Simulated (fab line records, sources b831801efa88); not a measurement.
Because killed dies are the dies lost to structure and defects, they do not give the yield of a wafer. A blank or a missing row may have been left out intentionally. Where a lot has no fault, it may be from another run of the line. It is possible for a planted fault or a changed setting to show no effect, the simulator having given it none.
fab line records | flow sky130
record lots=6 wafers=18 lastDay=50
route steps=708 shown CONTACT@425 METAL1@434 PAD_OPEN@708
lots untouched by any fault: they come from a run of this same line in which no faults occurred
startH: hours from the record's opening day to when the first of the lot's shown wafers began | waitH: how many hours have passed since the lot's step before this one | " same as the row above | L1.1+2: one row covering several wafers at once | - no value, or no start given | * or withheld: withheld | < > ~ a bound
route shown NAME@n: a module of which the file shows steps, and the number in the route of the first | usual: the fault-free wafers' mean and standard deviation | same: alike in all rows | chamber/n: place in a boat | sites: each site's reading | _std_site: the standard deviation of these | _edge_site: the outer-site mean with the inner-site mean subtracted | radiusMm: how far each site lies from the wafer's centre | mask NAME#n: copy n | behind: the last tool/chamber to shape the wafer | hold: why the lot was held/for how many hours/how that ended | device: which transistor (n, p or np) failed to switch | end of line: the same wafers' tests at the end of the route | a step without rows: its recipe alone | killed: dies lost to structure and defects at the first sort, not the wafer's yield | map: a wafer's dies, marking killed ones x, the rest . and places with no die _
set.NAME: the setting the step ran with; set.NAME@STEP: the setting that earlier step ran with | model.NAME: the simulator's own value behind a step, which no gauge read
lots at some steps of the route; a table a step, a row a wafer
services: a tool's chamber out of use, with start hour (startH, from the record's first day; less than 0 if before it), hours out, and reason
## steps
# step SKY_CONTACT_STRIP_19
# recipe chemistry=O2/N2 powerW=1400 pressureMtorr=1500 platenTempC=withheld o2FlowSccm=3000 n2FlowSccm=300 overashFraction=0.5
# step SKY_CONTACT_STRIP_20
# recipe chemistry=postEtchResidueRemover timeS=1200 tempC=72.5
# step SKY_CONTACT_CLEAN_21
# recipe chemistry=IPA timeS=180 tempC=25
# step SKY_CONTACT_CLEAN_22
# recipe chemistry=O3/DIW dry=n2Spin
# step SKY_CONTACT_SPUTTER_23
# recipe material=TiN targetThkNm=20 chamberPressurePa=5 powerW=4000 timeS=80
# step SKY_CONTACT_CVD_24
# recipe material=W targetThkNm=340 timeS=102.12 tempC=400 pressureTorr=40
# usual heaterPowerOuterW=538/38 heaterPowerW=866/64 susceptorTempC=400.01/0.23
# columns lot.wafer tool chamber startH waitH heaterPowerOuterW heaterPowerW susceptorTempC
L157.2 cvdW-02 1 756.62 0.0 594 926 399.81
L157.3 " 0 " " 501 782 399.83
L157.4 " 1 " " 599 942 399.86
L160.3 cvdW-02 1 761.88 0.1 586 916 399.97
L160.4 " 0 " " 488 799 399.93
L160.6 " 0 " " 497 776 399.77
L167.1 cvdW-02 1 831.22 0.0 595 925 400.17
L167.2 " 0 " " 497 767 400.53
L167.4 " 0 " " 491 779 400.24
L169.3 cvdW-02 0 840.79 0.1 493 787 399.60
L169.4 " 1 " " 597 935 399.62
L169.6 " 0 " " 517 802 399.88
L177.2 cvdW-02 1 892.20 0.0 590 940 399.87
L177.3 " 0 " " 491 776 400.23
L177.5 " 0 " " 489 786 400.24
L176.2 cvdW-01 0 901.88 0.0 525 803 400.11
L176.4 " 1 " " 533 917 399.57
L176.6 " 1 " " 544 908 399.92
# step SKY_CONTACT_RS_MEAS_25
# recipe thkMeasGauge=four-point-probe reads=W_of_CONTACT_CVD_24+TiN_of_CONTACT_SPUTTER_23
# usual CONTACT_W_RS=0.336/0.0041
# columns lot.wafer tool chamber startH waitH CONTACT_W_RS[ohm/sq]
L157.2 filmMetro-02 - 756.75 0.1 0.333
L157.3 " - " " 0.338
L157.4 " - " " 0.329
L160.3 filmMetro-02 - 761.99 0.1 0.327
L160.4 " - " " 0.338
L160.6 " - " " 0.338
L167.1 filmMetro-04 - 831.33 0.1 0.331
L167.2 " - " " 0.339
L167.4 " - " " 0.339
L169.3 filmMetro-03 - 840.90 0.1 0.336
L169.4 " - " " 0.333
L169.6 " - " " 0.336
L177.2 filmMetro-04 - 892.33 0.1 0.331
L177.3 " - " " 0.339
L177.5 " - " " 0.336
L176.2 filmMetro-04 - 902.01 0.1 0.339
L176.4 " - " " 0.344
L176.6 " - " " 0.343
# step SKY_CONTACT_THK_MEAS_26
# recipe thkMeasGauge=xrf reads=W_of_CONTACT_CVD_24
# usual CONTACT_W_THK=341/5.5
# columns lot.wafer tool chamber startH waitH CONTACT_W_THK[nm]
L157.2 filmMetro-02 - 756.86 0.1 338
L157.3 " - " " 331
L157.4 " - " " 341
L160.3 filmMetro-02 - 762.09 0.1 344
L160.4 " - " " 330
L160.6 " - " " 332
L167.1 filmMetro-04 - 831.45 0.1 347
L167.2 " - " " 340
L167.4 " - " " 341
L169.3 filmMetro-03 - 841.00 0.1 343
L169.4 " - " " 346
L169.6 " - " " 342
L177.2 filmMetro-04 - 892.44 0.1 349
L177.3 " - " " 341
L177.5 " - " " 342
L176.2 filmMetro-04 - 902.12 0.1 340
L176.4 " - " " 336
L176.6 " - " " 336
# step SKY_CONTACT_CMP_27
# recipe stopOn=SiO2 tOverpolishS=15 downForcePsi=3.5 platenRpm=60 targetThkNm=0 padVelocityMS=0.94248
# usual edgeZonePressureFrac=1.000/0.0045 motorCurrentA=10.7/1.1 overpolishRunS=14.999/0.0098 timeToEndpointS=83/4.8
# columns lot.wafer tool chamber startH waitH edgeZonePressureFrac motorCurrentA overpolishRunS timeToEndpointS
L157.3 cmp-01 0 756.91 0.0 1.006 12.2 14.997 84
L157.2 " 1 " " 1.004 11.0 15.008 85
L157.4 " 3 " " 0.999 9.6 15.016 76
L160.3 cmp-01 1 762.23 0.1 1.007 10.6 15.004 91
L160.4 " 2 " " 1.004 10.0 14.992 82
L160.6 " 3 " " 0.998 9.5 14.981 77
L167.1 cmp-02 0 831.56 0.1 1.007 12.0 15.007 82
L167.4 " 1 " " 0.997 11.1 15.004 77
L167.2 " 2 " " 0.999 8.6 15.005 89
L169.3 cmp-02 3 841.14 0.1 0.998 10.7 14.988 83
L169.4 " 0 " " 1.002 11.7 14.999 84
L169.6 " 2 " " 0.995 8.9 14.987 87
L177.2 cmp-02 2 892.49 0.0 0.997 8.5 14.989 91
L177.3 " 0 " " 1.004 11.7 15.009 77
L177.5 " 2 " " 1.001 8.7 14.996 82
L176.4 cmp-01 3 902.17 0.0 1.001 9.4 15.006 79
L176.2 " 0 " " 1.000 12.2 15.003 86
L176.6 " 0 " " 1.001 12.1 14.997 87
# step SKY_METAL1_SPUTTER_00
# recipe material=Ti targetThkNm=15 powerW=3000 timeS=10 chamberPressurePa=0.4
# usual throttleValvePct=30.0/0.83
# columns lot.wafer tool chamber startH waitH throttleValvePct
L157.2 pvdSputter-03 - 757.21 0.2 29.2
L157.3 " - " " 30.7
L157.4 " - " " 29.6
L160.3 pvdSputter-04 - 762.43 0.1 29.8
L160.4 " - " " 31.3
L160.6 " - " " 29.8
L167.1 pvdSputter-03 - 831.81 0.2 30.7
L167.2 " - " " 29.1
L167.4 " - " " 29.5
L169.3 pvdSputter-03 - 841.34 0.1 29.3
L169.4 " - " " 29.3
L169.6 " - " " 29.4
L177.2 pvdSputter-04 - 892.79 0.2 29.7
L177.3 " - " " 30.8
L177.5 " - " " 29.7
L176.2 pvdSputter-01 - 902.47 0.2 29.4
L176.4 " - " " 28.8
L176.6 " - " " 30.6
# step SKY_METAL1_SPUTTER_01
# recipe material=TiN targetThkNm=20 powerW=6500 timeS=16.7 chamberPressurePa=0.4
# usual throttleValvePct=29.9/0.87
# columns lot.wafer tool chamber startH waitH throttleValvePct
L157.2 pvdSputter-03 - 757.23 0.0 29.4
L157.3 " - " " 30.7
L157.4 " - " " 29.4
L160.3 pvdSputter-04 - 762.46 0.0 29.4
L160.4 " - " " 31.1
L160.6 " - " " 29.8
L167.1 pvdSputter-03 - 831.83 0.0 30.5
L167.2 " - " " 29.1
L167.4 " - " " 29.6
L169.3 pvdSputter-03 - 841.36 0.0 29.5
L169.4 " - " " 29.5
L169.6 " - " " 29.6
L177.2 pvdSputter-04 - 892.81 0.0 29.5
L177.3 " - " " 30.6
L177.5 " - " " 30.0
L176.2 pvdSputter-01 - 902.49 0.0 29.2
L176.4 " - " " 28.7
L176.6 " - " " 30.5
# step SKY_METAL1_SPUTTER_02
# recipe material=AlCu targetThkNm=250 powerW=10600 timeS=13.3 chamberPressurePa=0.4
# usual throttleValvePct=30.0/0.84
# columns lot.wafer tool chamber startH waitH throttleValvePct
L157.2 pvdSputter-03 - 757.26 0.0 29.3
L157.3 " - " " 30.7
L157.4 " - " " 29.3
L160.3 pvdSputter-04 - 762.48 0.0 29.4
L160.4 " - " " 31.5
L160.6 " - " " 29.8
L167.1 pvdSputter-03 - 831.86 0.0 30.5
L167.2 " - " " 29.6
L167.4 " - " " 29.5
L169.3 pvdSputter-03 - 841.39 0.0 29.4
L169.4 " - " " 29.6
L169.6 " - " " 29.6
L177.2 pvdSputter-04 - 892.83 0.0 29.5
L177.3 " - " " 31.0
L177.5 " - " " 29.5
L176.2 pvdSputter-01 - 902.52 0.0 29.4
L176.4 " - " " 28.6
L176.6 " - " " 30.7
# step SKY_METAL1_SPUTTER_03
# recipe material=Ti targetThkNm=5 powerW=3000 timeS=3.3 chamberPressurePa=0.4
# usual throttleValvePct=30.0/0.85
# columns lot.wafer tool chamber startH waitH throttleValvePct model.Ti_of_METAL1_SPUTTER_03.thkNm
L157.2 pvdSputter-03 - 757.28 0.0 29.4 5.088
L157.3 " - " " 30.5 4.988
L157.4 " - " " 29.3 4.858
L160.3 pvdSputter-04 - 762.51 0.0 29.8 4.96
L160.4 " - " " 31.4 4.974
L160.6 " - " " 29.6 5.051
L167.1 pvdSputter-03 - 831.88 0.0 30.5 4.884
L167.2 " - " " 29.6 8.592
L167.4 " - " " 29.3 4.874
L169.3 pvdSputter-03 - 841.41 0.0 29.2 8.634
L169.4 " - " " 29.4 5.072
L169.6 " - " " 29.4 4.961
L177.2 pvdSputter-04 - 892.86 0.0 29.7 4.867
L177.3 " - " " 30.8 4.817
L177.5 " - " " 29.9 4.984
L176.2 pvdSputter-01 - 902.54 0.0 29.3 4.665
L176.4 " - " " 28.4 4.952
L176.6 " - " " 30.8 4.933
# step SKY_METAL1_SPUTTER_04
# recipe material=TiN targetThkNm=70 powerW=6500 timeS=58.3 chamberPressurePa=0.4
# step SKY_PAD_OPEN_PROBE_99
# usual defectLimitedYield=82.1/1.9 killed_at_M0_to_M3=44/7.3 killed_at_M4_up=3.5/1.8 killedAtContacts=24/5.8 killedAtFrontEnd=16/4.3 killedAtOther=0.5/0.68 killedDies=88/9.4 killedOpen=48/6.8 killedShort=40/6.1 sort_bin_3_pad_short=0.9/0.39 sort_bin_5_function=10.5/1.4 sort_bin_6_memory=6.4/1.1 sortNPass=404/9.4 sortYieldPct=82.1/1.9
# same grossDies=492 killedAtBackSide=0 sort_bin_4_leakage[%]=0 sort_bin_8_speed[%]=0
# columns lot.wafer tool chamber startH waitH defectLimitedYield[%] killed_at_M0_to_M3 killed_at_M4_up killedAtContacts killedAtFrontEnd killedAtOther killedDies killedOpen killedShort sort_bin_3_pad_short[%] sort_bin_5_function[%] sort_bin_6_memory[%] sortNPass sortYieldPct[%] model.etest.met1.rsOhmSq
L157.2 prober-02 - 1093.88 0.1 82.3 43 5 26 13 0 87 45 41 0.6 11.0 6.1 405 82.3 0.1311
L157.3 prober-02 - 1093.93 0.2 83.5 41 3 23 14 0 81 48 32 0.6 9.1 6.7 411 83.5 0.1291
L157.4 prober-02 - 1093.98 0.2 83.1 40 3 22 18 0 83 44 39 1.0 10.6 5.3 409 83.1 0.1288
L160.3 prober-02 - 1096.93 0.2 82.1 38 3 36 11 0 88 50 38 0.6 10.8 6.5 404 82.1 0.1302
L160.4 prober-02 - 1096.98 0.2 81.9 44 3 27 15 0 89 54 34 1.4 11.2 5.5 403 81.9 0.1289
L160.6 prober-02 - 1097.08 0.2 81.1 41 6 27 18 1 93 48 45 0.8 12.6 5.5 399 81.1 0.13
L167.1 prober-01 - 1146.46 0.1 81.7 44 6 21 19 0 90 47 43 0.8 11.6 5.9 402 81.7 0.1258
L167.2 prober-01 - 1146.51 0.1 82.3 55 2 18 12 0 87 52 35 1.2 10.6 5.9 405 82.3 0.1324
L167.4 prober-01 - 1146.61 0.2 83.9 51 3 7 18 0 79 46 33 0.8 9.8 5.5 413 83.9 0.1264
L169.3 prober-02 - 1153.84 0.2 79.7 41 3 30 26 0 100 61 39 1.0 10.6 8.7 392 79.7 0.1311
L169.4 prober-02 - 1153.89 0.2 80.9 42 2 26 24 0 94 46 48 0.4 12.8 5.9 398 80.9 0.1274
L169.6 prober-02 - 1153.99 0.2 81.3 43 3 25 20 1 92 50 41 0.4 11.6 6.7 400 81.3 0.126
L177.2 prober-02 - 1187.77 0.1 82.3 47 3 19 18 0 87 50 37 0.8 10.6 6.3 405 82.3 0.1296
L177.3 prober-02 - 1187.82 0.2 85.0 39 0 19 16 0 74 40 34 0.6 8.7 5.7 418 85.0 0.1311
L177.5 prober-02 - 1187.92 0.2 83.5 40 4 22 14 1 81 48 32 0.6 9.8 6.1 411 83.5 0.1304
L176.2 prober-01 - 1195.33 0.1 81.7 42 5 22 21 0 90 43 47 1.2 11.2 5.9 402 81.7 0.1286
L176.4 prober-01 - 1195.43 0.2 81.9 42 7 25 15 0 89 51 38 0.8 10.6 6.7 403 81.9 0.129
L176.6 prober-01 - 1195.53 0.2 83.1 36 4 32 11 0 83 51 32 1.0 10.6 5.3 409 83.1 0.13
# killed by level:class
L157.2 VIA1:geometricParticle:open=12 VIA3:geometricParticle:open=11 CONTACT:geometricParticle:short=10 LI_CONTACT:geometricParticle:open=5 CONTACT:geometricParticle:open=5 METAL4:geometricParticle:short=5 METAL1:geometricParticle:short=4 VIA2:geometricParticle:short=4
L157.3 CONTACT:geometricParticle:open=10 VIA1:geometricParticle:open=10 VIA1:geometricParticle:short=6 VIA2:geometricParticle:open=6 FIELD_ISO:geometricParticle:open=5 LOCAL_INTERCONNECT:geometricParticle:short=5 VIA3:geometricParticle:open=5 LI_CONTACT:geometricParticle:open=4
L157.4 LI_CONTACT:geometricParticle:open=8 CONTACT:geometricParticle:open=8 METAL2:geometricParticle:short=7 VIA2:geometricParticle:open=7 POLY_GATE:geometricParticle:short=6 VIA1:geometricParticle:open=6 POLY_GATE:geometricParticle:open=5 VIA1:geometricParticle:short=4
L160.3 CONTACT:geometricParticle:open=18 METAL1:geometricParticle:short=7 VIA1:geometricParticle:open=7 LI_CONTACT:geometricParticle:short=6 VIA2:geometricParticle:open=5 CONTACT:geometricParticle:short=5 VIA3:geometricParticle:open=5 POLY_GATE:geometricParticle:open=4
L160.4 VIA2:geometricParticle:open=9 VIA1:geometricParticle:open=9 CONTACT:geometricParticle:open=8 LI_CONTACT:geometricParticle:open=8 VIA3:geometricParticle:open=7 METAL1:geometricParticle:short=6 FIELD_ISO:geometricParticle:open=5 LI_CONTACT:geometricParticle:short=5
L160.6 VIA1:geometricParticle:open=10 LI_CONTACT:geometricParticle:open=8 CONTACT:geometricParticle:open=7 METAL1:geometricParticle:short=6 SPACER:geometricParticle:short=6 LOCAL_INTERCONNECT:geometricParticle:short=6 VIA3:geometricParticle:open=5 FIELD_ISO:geometricParticle:open=4
L167.1 LI_CONTACT:geometricParticle:open=9 CONTACT:geometricParticle:open=8 METAL1:geometricParticle:short=8 VIA1:geometricParticle:open=8 METAL2:geometricParticle:short=7 METAL4:geometricParticle:short=5 VIA2:geometricParticle:open=5 SPACER:geometricParticle:short=4
L167.2 VIA1:geometricParticle:open=15 LI_CONTACT:geometricParticle:open=8 METAL1:geometricParticle:short=8 VIA3:geometricParticle:open=8 CONTACT:geometricParticle:open=7 VIA2:geometricParticle:open=7 VIA2:geometricParticle:short=5 VIA3:geometricParticle:short=4
L167.4 VIA1:geometricParticle:open=17 FIELD_ISO:geometricParticle:open=7 VIA3:geometricParticle:open=7 METAL1:geometricParticle:short=7 METAL2:geometricParticle:short=6 POLY_GATE:geometricParticle:short=4 VIA1:geometricParticle:short=4 CONTACT:geometricParticle:open=3
L169.3 CONTACT:geometricParticle:open=12 LI_CONTACT:geometricParticle:open=11 VIA1:geometricParticle:open=8 METAL1:geometricParticle:short=7 POLY_GATE:geometricParticle:short=7 FIELD_ISO:geometricParticle:open=6 METAL2:geometricParticle:short=6 VIA2:geometricParticle:open=6
L169.4 CONTACT:geometricParticle:open=8 VIA1:geometricParticle:open=8 METAL2:geometricParticle:short=8 POLY_GATE:geometricParticle:open=7 LI_CONTACT:geometricParticle:open=7 LOCAL_INTERCONNECT:geometricParticle:short=6 FIELD_ISO:geometricParticle:short=5 POLY_GATE:geometricParticle:short=5
L169.6 METAL1:geometricParticle:short=8 LI_CONTACT:geometricParticle:open=8 VIA1:geometricParticle:open=8 CONTACT:geometricParticle:open=6 VIA2:geometricParticle:open=6 FIELD_ISO:geometricParticle:open=5 CONTACT:geometricParticle:short=5 VIA3:geometricParticle:open=5
L177.2 VIA2:geometricParticle:open=11 VIA1:geometricParticle:open=10 LI_CONTACT:geometricParticle:open=8 VIA1:geometricParticle:short=6 METAL2:geometricParticle:short=6 CONTACT:geometricParticle:open=5 METAL1:geometricParticle:short=5 FIELD_ISO:geometricParticle:open=4
L177.3 VIA1:geometricParticle:open=11 LI_CONTACT:geometricParticle:open=10 CONTACT:geometricParticle:open=6 POLY_GATE:geometricParticle:short=5 VIA2:geometricParticle:open=5 VIA3:geometricParticle:short=5 METAL1:geometricParticle:short=4 FIELD_ISO:geometricParticle:short=3
L177.5 CONTACT:geometricParticle:open=10 VIA1:geometricParticle:open=10 FIELD_ISO:geometricParticle:open=6 LI_CONTACT:geometricParticle:open=5 VIA3:geometricParticle:short=5 VIA2:geometricParticle:open=5 METAL1:geometricParticle:short=5 METAL3:geometricParticle:short=5
L176.2 VIA1:geometricParticle:open=9 METAL1:geometricParticle:short=7 POLY_GATE:geometricParticle:short=7 CONTACT:geometricParticle:open=7 VIA2:geometricParticle:open=7 METAL2:geometricParticle:short=6 FIELD_ISO:geometricParticle:short=5 LI_CONTACT:geometricParticle:open=5
L176.4 CONTACT:geometricParticle:open=12 VIA1:geometricParticle:open=11 VIA3:geometricParticle:open=9 LI_CONTACT:geometricParticle:open=6 METAL2:geometricParticle:short=6 METAL4:geometricParticle:short=6 FIELD_ISO:geometricParticle:open=4 POLY_GATE:geometricParticle:open=4
L176.6 CONTACT:geometricParticle:open=14 VIA1:geometricParticle:open=8 LI_CONTACT:geometricParticle:open=6 VIA2:geometricParticle:open=5 LOCAL_INTERCONNECT:geometricParticle:short=4 METAL2:geometricParticle:short=4 FIELD_ISO:geometricParticle:open=3 LI_CONTACT:geometricParticle:short=3
## services
# columns tool chamber startH hours kind
cmp-01 - 744.02 4.0 pm
cmp-01 - 748.02 - consumableReplace:conditioner
cmp-01 - 748.02 - consumableReplace:pad
cmp-02 - 753.16 0.5 repair
cmp-02 - 754.38 1.3 repair
cmp-02 - 756.85 4.5 repair
cmp-01 - 783.15 0.3 repair
pvdSputter-03 - 801.14 1.0 repair
cvdW-02 0 817.14 6.5 repair
pvdSputter-03 - 819.52 11.9 repair
pvdSputter-04 - 835.29 12.5 repair
pvdSputter-01 1 840.21 - consumableReplace:kit
pvdSputter-01 1 840.21 18.0 scheduledDown
pvdSputter-01 1 840.21 18.0 ventCycle
cmp-02 - 843.37 5.6 repair
pvdSputter-03 - 847.56 12.9 repair
cvdW-02 - 872.50 6.9 pm
cmp-01 - 876.30 3.9 pm
cmp-02 - 884.25 6.9 pm
## key
firstSign none at tools or gauges
modelEffect step=SKY_METAL1_SPUTTER_03 value=Ti_of_METAL1_SPUTTER_03.thkNm without=4.947 struck=8.613
modelEffect step=SKY_PAD_OPEN_PROBE_99 value=etest.met1.rsOhmSq without=0.1276 struck=0.1317
metAt SKY_METAL1_SPUTTER_03
struckWafers L167.2,L169.3
onsetBetween 757.28 831.88
fault kind=processParameterDrift tool=pvdSputter-03 chamber=- onsetH=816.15 steps=SKY_METAL1_SPUTTER_03 channel=targetThkNm offset=3.6661 shape=step endH=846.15 actsIn=theseRecipesOnly stated=5 scope=struckWafersOnly
